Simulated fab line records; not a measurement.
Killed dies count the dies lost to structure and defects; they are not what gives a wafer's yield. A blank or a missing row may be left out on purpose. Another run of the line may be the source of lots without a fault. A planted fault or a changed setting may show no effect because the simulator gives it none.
Chamber matching + flow gf180mcu + cmp-02 running GF_CONTACT_CMP_27: 4 sister chambers
The step polishes, stops on SiO2, t overpolish 15 s, target thk 0 nm. 18 wafers are shown with their chamber, then 9 later ones without.

EACH WAFER AND ITS CHAMBER
| wafer  | chamber | motor-current-A (A) | head-pressure-psi (psi) | time-to-endpoint-s (s) |
|--------|---------|---------------------|-------------------------|------------------------|
| L405.2 | 2       | 10.3                | 3.501                   | 81                     |
| L405.3 | 0       | 11.1                | 3.509                   | 78                     |
| L405.6 | 0       | 11.2                | 3.483                   | 78                     |
| L410.3 | 0       | 11.0                | 3.502                   | 64                     |
| L410.4 | 3       | 11.1                | 3.498                   | 59                     |
| L410.6 | 0       | 10.9                | 3.499                   | 64                     |
| L411.3 | 3       | 11.4                | 3.500                   | 60                     |
| L411.5 | 1       | 11.6                | 3.500                   | 62                     |
| L411.6 | 2       | 10.6                | 3.493                   | 65                     |
| L418.2 | 1       | 10.9                | 3.502                   | 77                     |
| L418.4 | 3       | 11.6                | 3.506                   | 74                     |
| L418.6 | 0       | 11.2                | 3.494                   | 75                     |
| L419.3 | 3       | 11.5                | 3.496                   | 76                     |
| L419.4 | 2       | 10.3                | 3.496                   | 78                     |
| L419.5 | 3       | 11.1                | 3.511                   | 74                     |
| L423.2 | 2       | 9.9                 | 3.498                   | 83                     |
| L423.3 | 1       | 11.0                | 3.505                   | 80                     |
| L423.5 | 0       | 11.5                | 3.501                   | 80                     |

SIGNATURES, as means of the wafers listed above
| reading            | chamber 0 | chamber 1 | chamber 2 | chamber 3 | scatter within a chamber |
|--------------------|-----------|-----------|-----------|-----------|--------------------------|
| motor-current-A    | 11.150    | 11.167    | 10.275    | 11.340    | 0.262                    |
| head-pressure-psi  | 3.49800   | 3.50233   | 3.49700   | 3.50220   | 0.00648                  |
| time-to-endpoint-s | 73.17     | 73.00     | 76.75     | 68.60     | 8.14                     |
Rule: a wafer lies at a distance from a chamber equal to the root of the sum of squares, over the readings, of (its reading less the chamber's mean, divided by the reading's scatter). If the next closest chamber is less than 2 further off than the closest, the wafer can't be placed; otherwise it belongs to the closest. The scatter is the square root of a quotient: the sum, over the shown wafers, of each reading's squared deviation from its chamber's mean, divided by wafers minus chambers.

WAFERS WITH NO CHAMBER GIVEN
| wafer  | motor-current-A (A) | head-pressure-psi (psi) | time-to-endpoint-s (s) |
|--------|---------------------|-------------------------|------------------------|
| L424.4 | 11.6                | 3.506                   | 74                     |
| L424.5 | 11.7                | 3.497                   | 71                     |
| L424.6 | 10.0                | 3.507                   | 79                     |
| L426.1 | 11.6                | 3.507                   | 75                     |
| L426.3 | 11.5                | 3.492                   | 76                     |
| L426.6 | 10.2                | 3.499                   | 80                     |
| L427.3 | 11.9                | 3.507                   | 75                     |
| L427.4 | 10.6                | 3.490                   | 77                     |
| L427.5 | 11.8                | 3.501                   | 76                     |

THE CHAMBER EACH PASSED THROUGH
| wafer  | from the rows above               | in truth |
|--------|-----------------------------------|----------|
| L424.4 | can't be placed: 3 or 1 or 0      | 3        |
| L424.5 | can't be placed: 3 or 0 or 1      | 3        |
| L424.6 | 2                                 | 2        |
| L426.1 | can't be placed: 3 or 1 or 0      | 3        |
| L426.3 | can't be placed: 0 or 3 or 1      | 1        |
| L426.6 | 2                                 | 2        |
| L427.3 | can't be placed: 3 or 1 or 0      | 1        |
| L427.4 | can't be placed: 2 or 0 or 1 or 3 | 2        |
| L427.5 | can't be placed: 3 or 1 or 0      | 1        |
Correctly placed: 2 of 9. Not placeable from these rows: 7 (in 7, the candidates include the true chamber). Placed wrongly: 0.
